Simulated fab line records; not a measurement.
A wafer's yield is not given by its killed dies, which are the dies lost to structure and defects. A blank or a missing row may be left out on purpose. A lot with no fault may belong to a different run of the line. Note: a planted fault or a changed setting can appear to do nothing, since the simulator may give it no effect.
fab line records ; flow sky130 ; part 2 of 2: steps 26 to 34 of 34
[record] lots = 5; wafers = 15; lastDay = 49
route steps=708 shown CAP2M@616 METAL4@621 VIA4@639
lots that met no fault: from a run of the same line without faults
startH: the number of hours between the record's first day and the start of the first shown wafer of the lot ; waitH: time in hours since the lot's previous step ; " repeats the value in the row above ; L1.1+2: a row that stands for several wafers ; - either no value or no given start ; * or withheld: withheld ; < > ~ a bound
route shown NAME@n: NAME is a module with steps in the file, n the number in the route of the first one ; usual: mean/standard deviation taken from wafers without a fault ; same: alike in all rows ; chamber/n: place in a boat ; sites: each site's reading ; _std_site: the standard deviation of these ; _edge_site: inner sites' mean taken away from outer sites' mean ; radiusMm: for every site, how far away it sits from the centre of the wafer ; mask NAME#n: copy n ; behind: the last tool/chamber to shape the wafer ; hold: what put the lot on hold/how long, in hours/how the hold closed ; device: the n, p or np transistor that did not switch ; end of line: the route-end tests of the same wafers ; a step with no rows: only its recipe ; killed: dies that structure and defects cost at the first sort, which is not the same as the wafer's yield ; map: shows each die of a wafer: x if killed, . if not, _ if none is there
set.NAME: the run value of the setting; set.NAME@STEP: its run value at that earlier step ; model.NAME: the simulator's own value behind a step, which no gauge read
certain route steps with their lots: each step a table, each wafer a row
services: the hour from which a tool's chamber was out of use, counted from the record's first day as startH (under 0 if before that day), plus the number of hours and why
[[steps]]
[step SKY_VIA4_CMP_02]
[recipe] material = SiO2; downForcePsi = 4; platenRpm = 60; padVelocityMS = 0.94248
[usual] motorCurrentA = 12.0/1.5; slurryFlowMlMin = 150.1/0.52
lot.wafer;tool;chamber;startH;waitH;motorCurrentA;slurryFlowMlMin
L077.4;cmp-02;2;1014.69;0.0;11.6;149.7
L077.1;cmp-02;0;1014.69;0.0;12.4;151.3
L077.6;cmp-02;3;1014.69;0.0;10.0;150.3
L079.4;cmp-01;3;1023.56;0.0;12.5;150.2
L079.1;cmp-01;0;1023.56;0.0;15.5;150.6
L079.6;cmp-01;3;1023.56;0.0;12.1;150.6
L084.1;cmp-01;1;1045.03;0.1;10.5;150.7
L084.2;cmp-01;2;1045.03;0.1;12.1;150.5
L084.6;cmp-01;1;1045.03;0.1;9.8;149.8
L090.2;cmp-01;2;1076.85;0.0;12.5;150.8
L090.3;cmp-01;1;1076.85;0.0;10.0;149.8
L090.6;cmp-01;3;1076.85;0.0;12.8;149.8
L091.1;cmp-02;3;1100.16;4.3;10.1;150.5
L091.4;cmp-02;1;1100.16;4.3;11.4;149.9
L091.6;cmp-02;3;1100.16;4.3;10.6;149.9
[step SKY_VIA4_BOW_MEAS_03]
[recipe] mode = bow
[usual] VIA4_BOW = 81/8.9
lot.wafer;tool;chamber;startH;waitH;VIA4_BOW[um]
L077.1;filmMetro-04;-;1014.99;0.1;80
L077.4;filmMetro-04;-;1014.99;0.1;82
L077.6;filmMetro-04;-;1014.99;0.1;83
L079.1;filmMetro-02;-;1023.86;0.2;73
L079.4;filmMetro-02;-;1023.86;0.2;77
L079.6;filmMetro-02;-;1023.86;0.2;80
L084.1;filmMetro-02;-;1045.38;0.3;80
L084.2;filmMetro-02;-;1045.38;0.3;86
L084.6;filmMetro-02;-;1045.38;0.3;76
L090.2;filmMetro-02;-;1077.17;0.3;91
L090.3;filmMetro-02;-;1077.17;0.3;84
L090.6;filmMetro-02;-;1077.17;0.3;90
L091.1;filmMetro-02;-;1100.46;0.2;74
L091.4;filmMetro-02;-;1100.46;0.2;69
L091.6;filmMetro-02;-;1100.46;0.2;77
[step SKY_VIA4_DEHYDRATE_04]
[recipe] tempC = 200; timeS = 60
[usual] chillPlateTempC = 22.99/0.11
lot.wafer;tool;chamber;startH;waitH;chillPlateTempC
L077.1;lithoTrack-02;0;1025.55;10.5;22.85
L077.4;lithoTrack-02;0;1025.55;10.5;22.79
L077.6;lithoTrack-02;0;1025.55;10.5;22.75
L079.1;lithoTrack-02;0;1034.85;11.0;22.96
L079.4;lithoTrack-02;0;1034.85;11.0;22.96
L079.6;lithoTrack-02;0;1034.85;11.0;22.90
L084.1;lithoTrack-03;0;1056.48;11.1;22.92
L084.2;lithoTrack-03;0;1056.48;11.1;22.97
L084.6;lithoTrack-03;0;1056.48;11.1;22.95
L090.2;lithoTrack-04;0;1087.26;10.1;23.01
L090.3;lithoTrack-04;0;1087.26;10.1;22.98
L090.6;lithoTrack-04;0;1087.26;10.1;23.07
L091.1;lithoTrack-03;0;1109.23;8.7;23.24
L091.4;lithoTrack-03;0;1109.23;8.7;23.20
L091.6;lithoTrack-03;0;1109.23;8.7;23.15
[step SKY_VIA4_HMDS_05]
[recipe] primeTimeS = 60; primeTempC = 120
[usual] chillPlateTempC = 22.96/0.11
lot.wafer;tool;chamber;startH;waitH;chillPlateTempC
L077.1;lithoTrack-02;0;1025.70;0.1;23.00
L077.4;lithoTrack-02;0;1025.70;0.1;23.01
L077.6;lithoTrack-02;0;1025.70;0.1;23.03
L079.1;lithoTrack-02;0;1035.00;0.1;23.01
L079.4;lithoTrack-02;0;1035.00;0.1;22.99
L079.6;lithoTrack-02;0;1035.00;0.1;22.81
L084.1;lithoTrack-03;0;1056.63;0.1;23.10
L084.2;lithoTrack-03;0;1056.63;0.1;22.93
L084.6;lithoTrack-03;0;1056.63;0.1;22.99
L090.2;lithoTrack-04;0;1087.41;0.1;23.07
L090.3;lithoTrack-04;0;1087.41;0.1;23.02
L090.6;lithoTrack-04;0;1087.41;0.1;23.12
L091.1;lithoTrack-03;0;1109.38;0.1;23.07
L091.4;lithoTrack-03;0;1109.38;0.1;23.00
L091.6;lithoTrack-03;0;1109.38;0.1;23.13
[step SKY_VIA4_COAT_06]
[recipe] resist = NOVOLAK; spinRpm = 3000; resistThkNm = 1140
[usual] chillPlateTempC = 22.96/0.11; dispensePressureKPa = 51/5.6; spinSpeedRpm = 3000.0/2.4
lot.wafer;tool;chamber;startH;waitH;chillPlateTempC;dispensePressureKPa;spinSpeedRpm
L077.1;lithoTrack-02;0;1025.85;0.1;22.79;46;3001.1
L077.4;lithoTrack-02;0;1025.85;0.1;22.80;46;3000.5
L077.6;lithoTrack-02;0;1025.85;0.1;22.93;46;3000.2
L079.1;lithoTrack-02;0;1035.15;0.1;22.97;46;2999.2
L079.4;lithoTrack-02;0;1035.15;0.1;23.10;46;3000.5
L079.6;lithoTrack-02;0;1035.15;0.1;23.04;46;2999.4
L084.1;lithoTrack-03;0;1056.78;0.1;23.15;58;3000.1
L084.2;lithoTrack-03;0;1056.78;0.1;22.94;58;3001.0
L084.6;lithoTrack-03;0;1056.78;0.1;23.07;58;3000.6
L090.2;lithoTrack-04;0;1087.56;0.1;22.93;56;2996.8
L090.3;lithoTrack-04;0;1087.56;0.1;22.95;56;2999.7
L090.6;lithoTrack-04;0;1087.56;0.1;22.90;56;3000.1
L091.1;lithoTrack-03;0;1109.53;0.1;22.72;58;2997.1
L091.4;lithoTrack-03;0;1109.53;0.1;22.84;58;3000.3
L091.6;lithoTrack-03;0;1109.53;0.1;22.77;58;2998.9
[step SKY_VIA4_SOFTBAKE_07]
[recipe] tempC = 90; timeS = 60; resist = NOVOLAK
[usual] chillPlateTempC = 23.02/0.097
lot.wafer;tool;chamber;startH;waitH;chillPlateTempC
L077.1;lithoTrack-02;0;1026.00;0.1;23.18
L077.4;lithoTrack-02;0;1026.00;0.1;23.06
L077.6;lithoTrack-02;0;1026.00;0.1;23.06
L079.1;lithoTrack-02;0;1035.30;0.1;22.99
L079.4;lithoTrack-02;0;1035.30;0.1;23.03
L079.6;lithoTrack-02;0;1035.30;0.1;22.79
L084.1;lithoTrack-03;0;1056.93;0.1;23.17
L084.2;lithoTrack-03;0;1056.93;0.1;23.07
L084.6;lithoTrack-03;0;1056.93;0.1;23.14
L090.2;lithoTrack-04;0;1087.71;0.1;23.00
L090.3;lithoTrack-04;0;1087.71;0.1;22.93
L090.6;lithoTrack-04;0;1087.71;0.1;22.90
L091.1;lithoTrack-03;0;1109.68;0.1;22.93
L091.4;lithoTrack-03;0;1109.68;0.1;23.06
L091.6;lithoTrack-03;0;1109.68;0.1;23.08
[step SKY_VIA4_EXPOSE_08]
[recipe] maskId = VIM4; na = 0.6; sourceShape = conventional; sigmaOuter = 0.6; polarization = unpolarized; targetCdNm = 800; doseMj = 132
[usual] focusOffsetNm = 0.1/0.54
[same] sigmaOuter = 0.6
lot.wafer;tool;chamber;startH;waitH;mask;focusOffsetNm
L077.1;ilineStepper-02;0;-;-;VIM4#0;0.5
L077.4;ilineStepper-02;0;-;-;VIM4#0;1.6
L077.6;ilineStepper-02;0;-;-;VIM4#0;0.3
L079.1;ilineStepper-01;0;-;-;VIM4#0;0.3
L079.4;ilineStepper-01;0;-;-;VIM4#0;1.2
L079.6;ilineStepper-01;0;-;-;VIM4#0;0.9
L084.1;ilineStepper-01;0;-;-;VIM4#0;0.9
L084.2;ilineStepper-01;0;-;-;VIM4#0;-0.4
L084.6;ilineStepper-01;0;-;-;VIM4#0;-0.2
L090.2;ilineStepper-02;0;-;-;VIM4#0;1.0
L090.3;ilineStepper-02;0;-;-;VIM4#0;0.6
L090.6;ilineStepper-02;0;-;-;VIM4#0;0.5
L091.1;ilineStepper-01;0;-;-;VIM4#0;0.3
L091.4;ilineStepper-01;0;-;-;VIM4#0;-0.3
L091.6;ilineStepper-01;0;-;-;VIM4#0;0.5
[step SKY_VIA4_PEB_09]
[recipe] tempC = withheld; timeS = *; resist = NOVOLAK
[usual] chillPlateTempC = *
lot.wafer;tool;chamber;startH;waitH;chillPlateTempC
L077.1;lithoTrack-04;0;-;-;*
L077.4;lithoTrack-04;0;-;-;*
L077.6;lithoTrack-04;0;-;-;*
L079.1;lithoTrack-04;0;-;-;*
L079.4;lithoTrack-04;0;-;-;*
L079.6;lithoTrack-04;0;-;-;*
L084.1;lithoTrack-04;0;-;-;*
L084.2;lithoTrack-04;0;-;-;*
L084.6;lithoTrack-04;0;-;-;*
L090.2;lithoTrack-04;0;-;-;*
L090.3;lithoTrack-04;0;-;-;*
L090.6;lithoTrack-04;0;-;-;*
L091.1;lithoTrack-04;0;-;-;*
L091.4;lithoTrack-04;0;-;-;*
L091.6;lithoTrack-04;0;-;-;*
[step SKY_VIA4_DEVELOP_10]
[recipe] resist = NOVOLAK; developer = TMAH; developTimeS = 60; devTempC = 23
[usual] chillPlateTempC = 23.04/0.11
lot.wafer;tool;chamber;startH;waitH;chillPlateTempC
L077.1;lithoTrack-04;0;1037.13;0.1;22.93
L077.4;lithoTrack-04;0;1037.13;0.1;22.86
L077.6;lithoTrack-04;0;1037.13;0.1;23.00
L079.1;lithoTrack-04;0;1045.98;0.1;22.99
L079.4;lithoTrack-04;0;1045.98;0.1;23.09
L079.6;lithoTrack-04;0;1045.98;0.1;23.06
L084.1;lithoTrack-04;0;1067.28;0.1;22.99
L084.2;lithoTrack-04;0;1067.28;0.1;22.92
L084.6;lithoTrack-04;0;1067.28;0.1;23.07
L090.2;lithoTrack-04;0;1097.16;0.1;23.16
L090.3;lithoTrack-04;0;1097.16;0.1;23.20
L090.6;lithoTrack-04;0;1097.16;0.1;23.24
L091.1;lithoTrack-04;0;1119.63;0.1;22.94
L091.4;lithoTrack-04;0;1119.63;0.1;23.07
L091.6;lithoTrack-04;0;1119.63;0.1;22.99
[[services]]
tool;chamber;startH;hours;kind
krfScanner-01;-;967.74;0.8;repair
wetBench-01;-;978.47;6.9;repair
rieMetal-04;-;979.42;0.7;repair
rieDiel-04;2;990.42;23.4;repair
wetBench-02;-;997.64;3.5;repair
rieMetal-04;-;999.97;2.6;repair
cmp-01;-;1006.49;2.0;repair
cmp-01;-;1026.40;0.5;repair
wetBench-02;-;1042.03;3.6;repair
plasmaAsher-01;-;1055.25;9.0;pm
cmp-01;-;1071.93;0.6;repair
cmp-01;-;1073.68;0.3;repair
krfScanner-01;-;1078.09;3.6;pm
cmp-01;-;1078.25;24.5;repair
cmp-01;-;1084.51;13.4;repair
ilineStepper-01;-;1085.56;1.7;pm
rieDiel-04;0;1086.46;7.4;repair
krfScanner-01;-;1088.93;0.8;pm
ilineStepper-01;-;1096.37;5.1;repair
rieMetal-04;-;1100.75;2.8;pm
krfScanner-01;-;1102.27;1.3;pm
krfScanner-01;-;1108.40;1.0;pm
ilineStepper-01;-;1110.37;2.5;repair
rieDiel-04;1;1114.12;72.2;repair
